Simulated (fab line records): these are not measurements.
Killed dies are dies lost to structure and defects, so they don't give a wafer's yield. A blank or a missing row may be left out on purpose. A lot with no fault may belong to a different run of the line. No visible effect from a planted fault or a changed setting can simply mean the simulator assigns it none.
Struck lot and sound lot, side by side -- flow sky130 -- 32 steps out of a route of 708
Sound: wafers L586.1, L586.3, L586.6. The struck wafers were L598.2, L598.4, L598.5. The cause is named last.
For every step that has rows: the tool of each side, followed by ch and its chambers, followed by its first start. Under that, the readings that differ: sound wafers -- struck wafers -- difference of the means -- sigmas: that difference in standard deviations of wafers without a fault.
alike: readings whose means differ by less than 2 such deviations, and words and numbers that are the same on both sides. not compared: withheld readings, readings that some wafer has no value for, bounds like >300 that may hide the same value, and numbers for which the record gives no deviation and whose values overlap.
A row with sigmas, a row that says differs or no value, or rows on one side alone: a step with any of these is where the two part. When numbers do not overlap yet have no deviation, they are printed without sigmas and do not part them. Lack of a reading on every wafer of one side parts them only where that side has two or more wafers.

SKY_CAP2M_THK_MEAS_01:
  struck on film_metro-02, day 44 15:52; sound on film_metro-04, day 41 21:26
  alike: CAP2M_CVD_00_THK
SKY_CAP2M_SPUTTER_02: material TiN, target thk 200 nm, time 166.7 s.
  struck on pvd_sputter-01, day 44 15:55; sound on pvd_sputter-03, day 41 21:29
  alike: throttle_valve_pct
SKY_CAP2M_RS_MEAS_03: uses a four-point probe to measure.
  struck on film_metro-01, day 44 16:02; sound on film_metro-02, day 41 21:36
  alike: CAP2M_TIN_RS
SKY_CAP2M_THK_MEAS_04: measures by xrf.
  struck on film_metro-01, day 44 16:09; sound on film_metro-02, day 41 21:43
reading,sound,struck,difference,sigmas
CAP2M_TIN_THK (nm),199.3 200.2 201.2,206.7 206.8 204.3,+5.7,+3
then, 7 steps without rows for these wafers: SKY_CAP2M_DEHYDRATE_05 (time 60 s); SKY_CAP2M_HMDS_06 (prime time 60 s); SKY_CAP2M_COAT_07 (resist thk 1140 nm); SKY_CAP2M_SOFTBAKE_08 (time 60 s); SKY_CAP2M_EXPOSE_09 (exposes mask CAP2M, target cd 1000 nm); SKY_CAP2M_PEB_10; SKY_CAP2M_DEVELOP_11 (develop time 60 s).
SKY_CAP2M_OVL_MEAS_12:
  struck on overlay-01, day 45 13:50; sound on overlay-01, day 42 21:26
  alike: CAP2M_OVL
SKY_CAP2M_METAL_ETCH_13: etches TiN in Cl2/BCl3, stops on SiO2, target depth 220 nm, time 62.9 s.
  sound on rie_metal-04 ch 0,1, day 42 21:28; struck on rie_metal-04 ch 0,1, day 45 13:52
reading,sound,struck,difference,sigmas
model.NOVOLAK_of_CAP2M_COAT_07.thk_nm (nm),997.2 996.2 997.4,919.3 919.1 917.8,-78.2,
model.SiO2_of_CAP2M_CVD_00.thk_nm (nm),15.56 15.54 15.74,3.214 3.345 3.596,-12.228,
model.CAP2M.feature_depth_nm (nm),195.8 195.9 197.4,212.8 213 211.6,+16.1,
  alike: drypump_motor_current_A, oes_product_au, rf_fwd_power_W, throttle_valve_pct
  not compared: rf_hours_counter_h
SKY_CAP2M_STRIP_14: strips in O2/N2.
  sound on plasma_asher-01 ch 0,1, day 42 21:32; struck on plasma_asher-02 ch 0,1, day 45 13:57
reading,sound,struck,difference,sigmas
strip_time_to_endpoint_s (s),12.70 12.69 12.70,11.80 11.78 11.79,-0.91,-19
  alike: drypump_motor_current_A, oes_product_au
  not compared: rf_hours_counter_h
then, 11 steps without rows for these wafers: SKY_CAP2M_STRIP_15 (strips in post etch residue remover, time 1200 s); SKY_CAP2M_CLEAN_16 (cleans in IPA, time 180 s); SKY_CAP2M_CLEAN_17 (cleans in O3/DIW); SKY_METAL4_DEHYDRATE_05 (time 60 s); SKY_METAL4_HMDS_06 (prime time 60 s); SKY_METAL4_COAT_07 (resist thk 60 nm); SKY_METAL4_COAT_08 (resist thk 1140 nm); SKY_METAL4_SOFTBAKE_09 (time 90 s); SKY_METAL4_EXPOSE_10 (exposes mask MM4, target cd 300 nm); SKY_METAL4_PEB_11; SKY_METAL4_DEVELOP_12 (develop time 60 s).
SKY_METAL4_CD_MEAS_13: the cd target is 300 nm.
  struck on cd_sem-02, day 46 11:24; sound on cd_sem-01, day 43 22:02
  alike: cd_nm
SKY_METAL4_OVL_MEAS_14:
  struck on overlay-02, day 46 11:31; sound on overlay-02, day 43 22:09
  alike: METAL4_OVL
SKY_METAL4_DESCUM_15: chemistry O2, time 8 s.
  sound on rie_metal-01 ch 0,1, day 43 22:11; struck on rie_metal-02 ch 0,1, day 46 11:32
  alike: drypump_motor_current_A, oes_product_au, rf_fwd_power_W
  not compared: rf_hours_counter_h
SKY_METAL4_ETCH_16: etches BARC in N2/H2, stops on SiO2, time 88.2 s, target depth 60 nm.
  sound on rie_metal-01 ch 0,1, day 43 22:13; struck on rie_metal-02 ch 0,1, day 46 11:34
  alike: drypump_motor_current_A, oes_product_au, rf_fwd_power_W, throttle_valve_pct
  not compared: rf_hours_counter_h
SKY_METAL4_ETCH_17: etches SiO2 in C4F8/O2/Ar, stops on TiN, time 3.9 s, target depth 15 nm.
  sound on rie_diel-04 ch 0,2, day 43 22:19; struck on rie_diel-03 ch 0,1,3, day 46 11:40
reading,sound,struck,difference,sigmas
oes_product_au (a.u.),0.758 0.751 0.758,0.453 0.449 0.472,-0.298,-42
model.etch.depth_nm (nm),15.56 15.54 15.74,3.214 3.345 3.596,-12.228,
  alike: rf_fwd_power_W
  not compared: rf_hours_counter_h
SKY_METAL4_METAL_ETCH_18: etches the open film in Cl2/BCl3, stops on SiO2, target depth 845 nm, time 183.1 s.
  sound on rie_metal-02 ch 1, day 43 22:20; struck on rie_metal-01 ch 0,1, day 46 11:41
  alike: drypump_motor_current_A, oes_product_au, rf_fwd_power_W, throttle_valve_pct
  not compared: rf_hours_counter_h
-- the record jumps here: 3 days lie between the struck wafers' starts before and after (it left off in module METAL4 and takes up again in module PAD_OPEN, whose first step shown is number 708 of the route) --
SKY_PAD_OPEN_PROBE_99:
  struck on prober-01, day 49 21:51; sound on prober-01, day 47 22:47
reading,sound,struck,difference,sigmas
model.etest.tip_sonos.rs_ohm_sq,2642 2674 2619,2788 2796 2811,+153,
model.etest.cap_mim2.bv_v (V),14.1 14.13 13.78,10.61 10.8 10.64,-3.32,
model.etest.cap_mim2.leak_log10_a_cm2,-9.013 -8.828 -8.903,-7.231 -7.427 -7.41,+1.559,

WHERE THEY PART
Earliest at SKY_CAP2M_THK_MEAS_04; latest, in this record, at SKY_METAL4_ETCH_17. Later steps at which nothing parts them and some readings are alike: SKY_METAL4_METAL_ETCH_18.

WHY: whatever the simulator had introduced
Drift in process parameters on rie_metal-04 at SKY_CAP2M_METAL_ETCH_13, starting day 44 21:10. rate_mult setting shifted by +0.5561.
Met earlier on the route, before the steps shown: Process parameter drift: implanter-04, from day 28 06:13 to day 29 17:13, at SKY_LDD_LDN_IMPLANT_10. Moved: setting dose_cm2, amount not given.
